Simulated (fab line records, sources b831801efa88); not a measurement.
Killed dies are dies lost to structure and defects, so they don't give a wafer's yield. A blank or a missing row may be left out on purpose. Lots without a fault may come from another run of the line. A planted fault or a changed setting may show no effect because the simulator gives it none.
Tool commonality check | flow gf180mcu | 12 lots, 36 wafers sampled

WHY IT WAS OPENED
At GF_V2_THK_MEAS_03 the reading V2_CVD_02_THK is flagged on 3 of 12 lots. Wafers without a fault read 850 nm, standard deviation 14.
Rule: a lot is flagged when every wafer of it that has a number lies more than 4 standard deviations from that mean, or none has a number. The other lots count as sound.

lot  | measured     | on            | V2_CVD_02_THK (nm), wafer by wafer | flag
L514 | day 20 10:09 | film_metro-04 | 845 875 864                        |
L515 | day 20 16:38 | film_metro-04 | 818 857 868                        |
L516 | day 21 02:55 | film_metro-02 | 850 855 862                        |
L517 | day 21 13:45 | film_metro-04 | 831 853 847                        |
L518 | day 21 18:13 | film_metro-02 | 856 863 864                        |
L520 | day 22 15:04 | film_metro-02 | 836 842 846                        |
L522 | day 23 07:43 | film_metro-02 | 841 868 868                        |
L526 | day 24 17:41 | film_metro-04 | 1247 1246 1257                     | FLAGGED
L527 | day 25 00:13 | film_metro-04 | 1252 1251 1239                     | FLAGGED
L528 | day 25 09:24 | film_metro-02 | 1267 1252 1264                     | FLAGGED
L531 | day 26 08:49 | film_metro-01 | 847 848 846                        |
L534 | day 27 02:15 | film_metro-01 | 856 849 835                        |
The numbers of the flagged lots are 1253 nm on average: +403 nm against the usual, or +29 standard deviations.

WHICH TOOL RAN EACH LOT
The record holds 2 process steps before the reading, out of a route of 602 steps. In each cell: the tool, then ch and the chambers that the sampled wafers went through, then the start.
lot  | flag    | GF_M2_SPUTTER_03             | GF_V2_CVD_02
L514 |         | pvd_sputter-02, day 19 08:32 | pecvd-04 ch 1,2, day 20 10:05
L515 |         | pvd_sputter-03, day 19 15:13 | pecvd-04 ch 0,1, day 20 16:34
L516 |         | pvd_sputter-02, day 20 01:30 | pecvd-03 ch 0,2, day 21 02:50
L517 |         | pvd_sputter-02, day 20 12:47 | pecvd-04 ch 0,1, day 21 13:41
L518 |         | pvd_sputter-02, day 20 16:34 | pecvd-04 ch 1,2, day 21 18:09
L520 |         | pvd_sputter-01, day 21 14:02 | pecvd-03 ch 0,1, day 22 15:00
L522 |         | pvd_sputter-01, day 22 07:59 | pecvd-02 ch 0,1,2, day 23 07:38
L526 | FLAGGED | pvd_sputter-02, day 23 18:58 | pecvd-04 ch 1,2, day 24 17:37
L527 | FLAGGED | pvd_sputter-03, day 24 01:28 | pecvd-04 ch 0,1,2, day 25 00:08
L528 | FLAGGED | pvd_sputter-02, day 24 10:16 | pecvd-04 ch 0,1,2, day 25 09:20
L531 |         | pvd_sputter-03, day 25 10:42 | pecvd-03 ch 0,1,2, day 26 08:44
L534 |         | pvd_sputter-03, day 26 04:58 | pecvd-02 ch 0,1,2, day 27 02:10
What these steps do:
- GF_M2_SPUTTER_03: material Ti, target thk 10 nm, time 6.7 s.
- GF_V2_CVD_02: deposits SiO2 from TEOS, target thk 850 nm, time 94.851 s.
- GF_V2_THK_MEAS_03

FLAGGED OVER TOTAL, TOOL BY TOOL (the gauges that took the reading come last)
step              | tool           | lots run | flagged | share of the flagged lots | sound lots run after its first flagged lot
GF_M2_SPUTTER_03  | pvd_sputter-01 | 2        | 0       | none                      | -
GF_M2_SPUTTER_03  | pvd_sputter-02 | 6        | 2       | some                      | 0
GF_M2_SPUTTER_03  | pvd_sputter-03 | 4        | 1       | some                      | 2 (L531,L534)
GF_V2_CVD_02      | pecvd-02       | 2        | 0       | none                      | -
GF_V2_CVD_02      | pecvd-03       | 3        | 0       | none                      | -
GF_V2_CVD_02      | pecvd-04       | 7        | 3       | all                       | 0
GF_V2_THK_MEAS_03 | film_metro-01  | 2        | 0       | none                      | -
GF_V2_THK_MEAS_03 | film_metro-02  | 5        | 1       | some                      | 0
GF_V2_THK_MEAS_03 | film_metro-04  | 5        | 2       | some                      | 0

WHAT THE TABLE ALLOWS
1 row of the table ran every flagged lot: pecvd-04 at GF_V2_CVD_02.
- pecvd-04 at GF_V2_CVD_02: 3 of its 7 lots flagged. Its last sound lot is L518 (day 21 18:09), its first flagged lot L526 (day 24 17:37): a fault that began between those two fits.
One tool is left: pecvd-04 at GF_V2_CVD_02.

WHAT THE SIMULATOR HAD PUT IN
Process parameter drift: pecvd-04, from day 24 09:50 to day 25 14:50, at GF_V2_CVD_02. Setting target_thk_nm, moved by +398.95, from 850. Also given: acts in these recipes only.
Lots struck among those shown: L526, L527, L528. The rule above found the same.
